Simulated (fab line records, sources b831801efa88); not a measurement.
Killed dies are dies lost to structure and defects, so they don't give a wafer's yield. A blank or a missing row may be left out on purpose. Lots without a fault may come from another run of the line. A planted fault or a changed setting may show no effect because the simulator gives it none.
Problem report in the 8D (eight disciplines) form, filled by code | flow gf180mcu | the parts of the form that need people (team, actions taken, sign-off) are left out

1. THE PROBLEM
NSD_RS at GF_PSD_RS_MEAS_14 reads a mean of 41.59 ohm/sq on 3 wafers of 3 lots; wafers without a fault read 46.15 ohm/sq with a standard deviation of 0.11. That is -41 standard deviations from the usual mean.
The step: measures by four-point-probe.
First seen on wafer L242.4, day 17 06:28, on film_metro-03. The record holds 36 wafers of 13 lots with a number at this step. Rule for "out", or "out of limits": more than 4 standard deviations from the usual mean. The other wafers with a number count as sound.

2. WHAT IT IS AND WHAT IT IS NOT
question                    | is                           | is not
which readings at this step | NSD_RS                       | -
which lots                  | L242, L243, L245             | L234, L235, L237, L249, L252, L253, L254, L255, L256, L257
which wafers of those lots  | L242.4, L243.4, L245.2       | L242.5, L243.3, L245.5
read on which gauges        | film_metro-03, film_metro-04 | film_metro-02
when                        | from day 17 06:28            | up to then (10 sound wafers); but 23 sound wafers of L243, L245, L249, L252, L253, L254, L255, L256, L257 came after

3. SUSPECTS, AND WHAT RULES EACH OUT
Counting: a tool at a process step up to the reading stays a suspect if it ran every lot that is out. Sound lots after the first of them don't rule it out here, since some wafers of a struck lot are sound.
- the gauge at GF_PSD_RS_MEAS_14: ruled out. The wafers that are out were read on 2 gauges (film_metro-03, film_metro-04).
- rtp_anneal-02 at GF_PSD_RTA_13 (time 20 s): kept. It ran every lot that is out, first L242 (day 17 06:22); its last sound lot up to then is L235 (day 14 12:59). Its own readings are out on those wafers: run_length_s.
Left after counting: rtp_anneal-02 at GF_PSD_RTA_13.

4. THE CAUSE (what the simulator had put in)
Process parameter drift: rtp_anneal-02, from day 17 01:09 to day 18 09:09, at GF_PSD_RTA_13. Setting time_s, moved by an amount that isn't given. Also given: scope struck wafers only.
Counting left only this tool.

5. THE CHAIN OF EFFECTS, in route order
Each row: a reading whose mean over the struck wafers that have a number lies more than 3 standard deviations from the usual. Only readings for which the record gives a usual standard deviation are gone through. hours: the time from each lot's start at the first step in this table that gives one to its start at this step, as a median over the lots. sigmas: the change in usual standard deviations.
hours | step              | reading      | usual         | on struck wafers | change | sigmas
0     | GF_PSD_RTA_13     | run_length_s | 48.6 s        | 75.0             | +26.4  | +57
0     | GF_PSD_RS_MEAS_14 | NSD_RS       | 46.15 ohm/sq  | 41.59            | -4.56  | -41
0     | GF_PSD_RS_MEAS_15 | PSD_RS       | 108.59 ohm/sq | 100.31           | -8.28  | -30
The process steps in it:
- GF_PSD_RTA_13: time 20 s.
Later measuring or inspecting steps at which every struck wafer that the step has a row for has a number for every such reading, and none has moved that far: GF_V1_BOW_MEAS_05.

6. WHAT WOULD HAVE CAUGHT IT SOONER
In this record the first reading out of limits at a measuring or inspecting step was taken at day 17 06:28, 5 hours after the fault began at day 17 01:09.
The tool's own readings at GF_PSD_RTA_13 were out on every struck wafer that the step has a row for (run_length_s): an alarm limit on them would have fired on the first of those.
Of the lots that are out (3), L243, L245 began GF_PSD_RTA_13 on rtp_anneal-02 after day 17 06:28. A hold on the tool at that time would have spared those 2.
